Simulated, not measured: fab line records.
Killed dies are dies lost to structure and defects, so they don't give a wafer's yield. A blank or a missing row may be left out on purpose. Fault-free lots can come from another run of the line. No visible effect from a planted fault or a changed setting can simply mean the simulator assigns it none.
Chamber matching	flow sky130	cmp-02 running SKY_VIA4_CMP_02: 4 sister chambers
The step polishes SiO2. 4 wafers are shown with their chamber, then 8 later ones without.

## EACH WAFER AND ITS CHAMBER
wafer	chamber	motor-current-A (A)
L712.6	1	12.8
L715.1	3	10.0
L715.4	2	11.9
L722.2	0	11.9

## WAFERS WITH NO CHAMBER GIVEN
wafer	motor-current-A (A)
L722.4	12.7
L722.5	11.8
L727.1	10.2
L727.5	11.2
L727.6	11.9
L728.2	9.8
L728.4	12.7
L728.6	12.2

## WHICH CHAMBER EACH WENT THROUGH
wafer	from the rows above	in truth
L722.4	1	1
L722.5	can't be placed: 0 or 2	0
L727.1	3	3
L727.5	can't be placed: 0 or 2 or 3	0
L727.6	can't be placed: 0 or 2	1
L728.2	3	3
L728.4	1	1
L728.6	can't be placed: 0 or 2 or 1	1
Correct placement for 4 of the 8. These rows do not allow placing 4 (true chamber among the candidates in 3). 0 placed wrongly.
How it was worked out, from the rows above alone: a wafer's distance from a chamber is the root of the sum, over the readings, of the square of ((its reading less the chamber's mean) divided by the reading's scatter). If the next closest chamber is less than 2 further off than the closest, the wafer can't be placed; otherwise it belongs to the closest. A chamber's mean is the mean of its shown wafers. The scatter (one wafer shown for each chamber): square how far every hidden wafer sits from the nearest shown wafer, average those squares and take the square root.
